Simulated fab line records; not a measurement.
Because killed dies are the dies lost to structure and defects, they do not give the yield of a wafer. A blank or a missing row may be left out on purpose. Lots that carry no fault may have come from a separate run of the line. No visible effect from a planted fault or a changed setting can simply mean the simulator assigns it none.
2 desks looking at one fault | flow sky130 | each desk has only its own numbers; what lay behind them comes last

FROM THE METROLOGY DESK
Lot by lot, what the gauges showed, no matter which tool ran the lot: averages of those sampled wafers that carry a number. Any lot whose mean is over 4 standard deviations away from the usual mean is out of limits and marked OUT; that distance is given in the brackets.
Columns: A = FIELD_ISO_OXIDATION_00_THK at SKY_FIELD_ISO_THK_MEAS_02, usual 12.02 nm; B = NWELL_00_OVL at SKY_NWELL_OVL_MEAS_10, usual 0.2 nm; C = NWELL_TW at SKY_NWELL_TW_MEAS_15, usual 1833; D = VT_ADJUST_LVTN_01_OVL at SKY_VT_ADJUST_LVTN_OVL_MEAS_18, usual 1.3 nm; E = VT_ADJUST_LVTN_2_TW at SKY_VT_ADJUST_LVTN_TW_MEAS_21, usual 187.3
lot  | first seen here | A     | B    | C             | D   | E
L448 | day 1 12:05     | 11.87 | 0.7  | 1830          | 1.6 | 187.2
L449 | day 1 16:38     | 11.97 | 1.9  | 1801          | 0.9 | 190.8
L450 | day 1 21:39     | 11.99 | 1.2  | 1807          | 2.2 | 185.0
L451 | day 2 04:19     | 11.90 | -2.4 | 1840          | 1.6 | 184.2
L453 | day 2 13:30     | 12.17 | -0.2 | 1842          | 2.2 | 189.9
L454 | day 2 18:42     | 11.96 | 1.5  | 1833          | 0.2 | 189.4
L460 | day 4 03:31     | 11.96 | -2.5 | 938 (-69) OUT | 2.2 | 183.8
L464 | day 4 22:15     | 12.50 | 1.2  | 633 (-92) OUT | 3.3 | 189.7
L466 | day 5 07:30     | 12.16 | 1.1  | 1834          | 1.0 | 189.4
L467 | day 5 10:38     | 12.16 | 0.5  | 1839          | 1.4 | 188.1
L468 | day 5 16:18     | 12.24 | -1.3 | 1840          | 0.8 | 187.2
L470 | day 6 02:28     | 12.19 | -0.4 | 1848          | 1.1 | 187.9
L471 | day 6 07:04     | 11.82 | -1.1 | 1839          | 0.7 | 188.7
This desk's result: L460, L464 out of limits, first on L460 (NWELL_TW at SKY_NWELL_TW_MEAS_15), day 7 16:26. L448, L449, L450, L451, L453, L454, L466, L467, L468, L470, L471 stayed within limits.

DESK OF THE TOOL OWNER: lithoTrack-04
The tool's own readings at SKY_NWELL_DEVELOP_09 (develop time 60 s): means of the sampled wafers that have a number, for each lot that ran on this tool. Any lot whose mean is over 4 standard deviations away from the usual mean is out of limits and marked OUT; that distance is given in the brackets.
Columns: A = chillPlateTempC at SKY_NWELL_DEVELOP_09, usual 23.02 C; B = exhaustPa at SKY_NWELL_DEVELOP_09, usual 44.9 Pa
lot  | first seen here | A     | B
L449 | day 4 16:00     | 23.07 | 46.2
L450 | day 4 23:00     | 23.06 | 44.6
L460 | day 7 15:00     | 23.01 | 44.5
L464 | day 8 13:00     | 22.87 | 44.4
This desk's finding: nothing out of limits on any of the 4 lots.

BROUGHT TOGETHER
L460, L464 would have let the metrology desk raise an alarm at day 7 16:26.
The tool owner's desk saw nothing out of limits.
On record at the tool owner's desk: L460, L464, within its limits.
Every lot named ran SKY_NWELL_DEVELOP_09 on lithoTrack-04.

WHAT THE SIMULATOR PUT IN
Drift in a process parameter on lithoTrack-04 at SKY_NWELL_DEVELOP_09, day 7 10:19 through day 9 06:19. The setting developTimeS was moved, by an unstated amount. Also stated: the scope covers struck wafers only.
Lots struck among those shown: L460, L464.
Time in hours between the start of the fault and the first out-of-limits reading at each desk: metrology desk, 6.
